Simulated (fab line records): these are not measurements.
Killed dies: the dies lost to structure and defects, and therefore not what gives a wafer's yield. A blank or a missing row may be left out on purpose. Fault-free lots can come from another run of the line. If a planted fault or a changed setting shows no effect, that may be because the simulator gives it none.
The tool behind it: which one? + flow sky130 + 13 lots with 37 wafers sampled at 4 steps, on a route of 708 steps

WHAT THE GAUGES SHOWED, per wafer
SKY_VIA4_OVL_MEAS_11. Usual: VIA4_OVL gives -0.1 nm (standard deviation 1.3).
| lot  | measured     | on         | VIA4_OVL (nm)  | flag |
|------|--------------|------------|----------------|------|
| L596 | day 42 19:37 | overlay-02 | -1.4 0.5 -0.8  |      |
| L597 | day 43 04:38 | overlay-02 | 1.3 2.9 1.8    |      |
| L598 | day 43 07:17 | overlay-02 | -1.9 -1.0 -2.4 |      |
| L599 | day 43 15:47 | overlay-02 | -0.8 0.8 0.6   |      |
| L601 | day 44 05:35 | overlay-01 | -0.2 -0.3 -1.2 |      |
| L602 | day 44 13:16 | overlay-02 | 0.3 1.8 0.5    |      |
| L604 | day 44 23:55 | overlay-02 | 1.4 0.6        |      |
| L605 | day 45 06:02 | overlay-02 | 1.4 0.4        |      |
| L614 | day 47 12:31 | overlay-02 | 0.9 0.2 1.9    |      |
| L616 | day 48 02:35 | overlay-01 | -0.9 -1.5 -0.2 |      |
| L617 | day 48 19:19 | overlay-01 | -1.7 -0.6 -0.7 |      |
| L619 | day 48 17:52 | overlay-02 | 0.4 1.2 -0.9   |      |
| L618 | day 48 19:37 | overlay-01 | -0.3 -0.6 1.2  |      |

WHAT TOOL EACH LOT RAN ON (gives the tool, then ch and the chambers of the sampled wafers, and finally the start)
| lot  | SKY_NWELL_EXPOSE_07                | SKY_VIA1_ETCH_15                   | SKY_VIA1_CVD_21               |
|------|------------------------------------|------------------------------------|-------------------------------|
| L596 | iline stepper-02 ch 0, day 4 07:31 | rie diel-03 ch 1,2,3, day 33 23:38 | cvd w-02 ch 0,1, day 34 00:20 |
| L597 | iline stepper-01 ch 0, day 4 11:50 | rie diel-01 ch 1,2,3, day 34 07:32 | cvd w-01 ch 0,1, day 34 08:13 |
| L598 | iline stepper-02 ch 0, day 4 16:20 | rie diel-01 ch 0,1,2, day 34 10:37 | cvd w-02 ch 0,1, day 34 11:20 |
| L599 | iline stepper-01 ch 0, day 4 22:04 | rie diel-04 ch 1,2,3, day 35 00:07 | cvd w-01 ch 0,1, day 35 00:50 |
| L601 | iline stepper-02 ch 0, day 5 08:04 | rie diel-04 ch 0,2,3, day 35 12:44 | cvd w-01 ch 0,1, day 35 13:26 |
| L602 | iline stepper-02 ch 0, day 5 14:46 | rie diel-03 ch 0,1,3, day 35 20:46 | cvd w-01 ch 0,1, day 35 21:33 |
| L604 | iline stepper-02 ch 0, day 5 23:52 | rie diel-03 ch 2,3, day 36 09:10   | cvd w-01 ch 0,1, day 36 10:13 |
| L605 | iline stepper-02 ch 0, day 6 07:38 | rie diel-01 ch 3, day 36 18:52     | cvd w-01 ch 0,1, day 36 19:34 |
| L614 | iline stepper-01 ch 0, day 8 13:35 | rie diel-03 ch 1,2, day 39 17:32   | cvd w-02 ch 0,1, day 39 18:14 |
| L616 | iline stepper-01 ch 0, day 9 01:02 | rie diel-01 ch 0,2, day 40 08:16   | cvd w-01 ch 0,1, day 40 08:59 |
| L617 | iline stepper-01 ch 0, day 9 15:32 | rie diel-03 ch 1,3, day 41 06:07   | cvd w-01 ch 0, day 41 07:09   |
| L619 | iline stepper-02 ch 0, day 9 20:25 | rie diel-04 ch 2,3, day 41 03:58   | cvd w-01 ch 1, day 41 04:46   |
| L618 | iline stepper-02 ch 0, day 9 20:32 | rie diel-04 ch 0,1,3, day 41 06:47 | cvd w-02 ch 0,1, day 41 07:41 |
- SKY_NWELL_EXPOSE_07: exposes mask NWM, target cd 840 nm.
- SKY_VIA1_ETCH_15: etches SiO2 in C4F8/O2/Ar, stops on TiN, target depth 351 nm, time 54 s.
- SKY_VIA1_CVD_21: deposits W, target thk 270 nm, time 80.902 s.

AS READ BY THE TOOLS THEMSELVES (means over the sampled wafers that have a number; for cases with no such wafer, the mark the record gives instead)
SKY_NWELL_EXPOSE_07. Usual: reticle temp C 23.02 C, standard deviation 0.099; stage vel mm s 500.00 mm/s, standard deviation 0.25.
| lot  | tool             | reticle temp C (C) | stage vel mm s (mm/s) | flag |
|------|------------------|--------------------|-----------------------|------|
| L596 | iline stepper-02 | 23.01              | 499.98                |      |
| L597 | iline stepper-01 | 23.05              | 499.92                |      |
| L598 | iline stepper-02 | 23.11              | 499.74                |      |
| L599 | iline stepper-01 | 22.93              | 499.88                |      |
| L601 | iline stepper-02 | 22.98              | 499.78                |      |
| L602 | iline stepper-02 | 23.08              | 500.19                |      |
| L604 | iline stepper-02 | 23.05              | 500.17                |      |
| L605 | iline stepper-02 | 22.99              | 500.08                |      |
| L614 | iline stepper-01 | 22.96              | 500.05                |      |
| L616 | iline stepper-01 | 22.97              | 500.14                |      |
| L617 | iline stepper-01 | 23.11              | 500.51                |      |
| L619 | iline stepper-02 | 22.89              | 499.89                |      |
| L618 | iline stepper-02 | 23.09              | 500.35                |      |

SKY_VIA1_ETCH_15. Usual: bias w 1200 W, standard deviation 3.7; oes product au 0.981 a.u., standard deviation 0.0055.
| lot  | tool        | bias w (W) | oes product au (a.u.) | flag |
|------|-------------|------------|-----------------------|------|
| L596 | rie diel-03 | 1201       | 0.984                 |      |
| L597 | rie diel-01 | 1201       | 0.973                 |      |
| L598 | rie diel-01 | 1197       | 0.985                 |      |
| L599 | rie diel-04 | 1203       | 0.980                 |      |
| L601 | rie diel-04 | 1199       | 0.983                 |      |
| L602 | rie diel-03 | 1202       | 0.982                 |      |
| L604 | rie diel-03 | 1196       | 0.981                 |      |
| L605 | rie diel-01 | 1192       | 0.982                 |      |
| L614 | rie diel-03 | 1203       | 0.984                 |      |
| L616 | rie diel-01 | 1194       | 0.982                 |      |
| L617 | rie diel-03 | 1199       | 0.980                 |      |
| L619 | rie diel-04 | 1204       | 0.981                 |      |
| L618 | rie diel-04 | 1200       | 0.980                 |      |

SKY_VIA1_CVD_21. Usual: 876 W for heater power w, sd 73.
| lot  | tool     | heater power w (W) | flag |
|------|----------|--------------------|------|
| L596 | cvd w-02 | 917                |      |
| L597 | cvd w-01 | 867                |      |
| L598 | cvd w-02 | 910                |      |
| L599 | cvd w-01 | 843                |      |
| L601 | cvd w-01 | 845                |      |
| L602 | cvd w-01 | 850                |      |
| L604 | cvd w-01 | 845                |      |
| L605 | cvd w-01 | 829                |      |
| L614 | cvd w-02 | 913                |      |
| L616 | cvd w-01 | 798                |      |
| L617 | cvd w-01 | 809                |      |
| L619 | cvd w-01 | 787                |      |
| L618 | cvd w-02 | 964                |      |

THE ANSWER, worked out from the rows above alone
Rule: a lot is off if the mean of its wafers that have a number lies more than 3 standard deviations from the usual mean. Also off: a lot with no number at a reading for which 4 or more lots have one. All remaining lots with rows at the step are treated as sound. First the gauges in route order, then the tools' own readings, where a lot's mean is used as printed above. The first step at which some lot is off is used, and at that step the reading that is off furthest; a lot without a number counts as furthest.
No lot is off on any of the readings shown, so nothing can be concluded from this.

WHAT WAS PUT IN BY THE SIMULATOR
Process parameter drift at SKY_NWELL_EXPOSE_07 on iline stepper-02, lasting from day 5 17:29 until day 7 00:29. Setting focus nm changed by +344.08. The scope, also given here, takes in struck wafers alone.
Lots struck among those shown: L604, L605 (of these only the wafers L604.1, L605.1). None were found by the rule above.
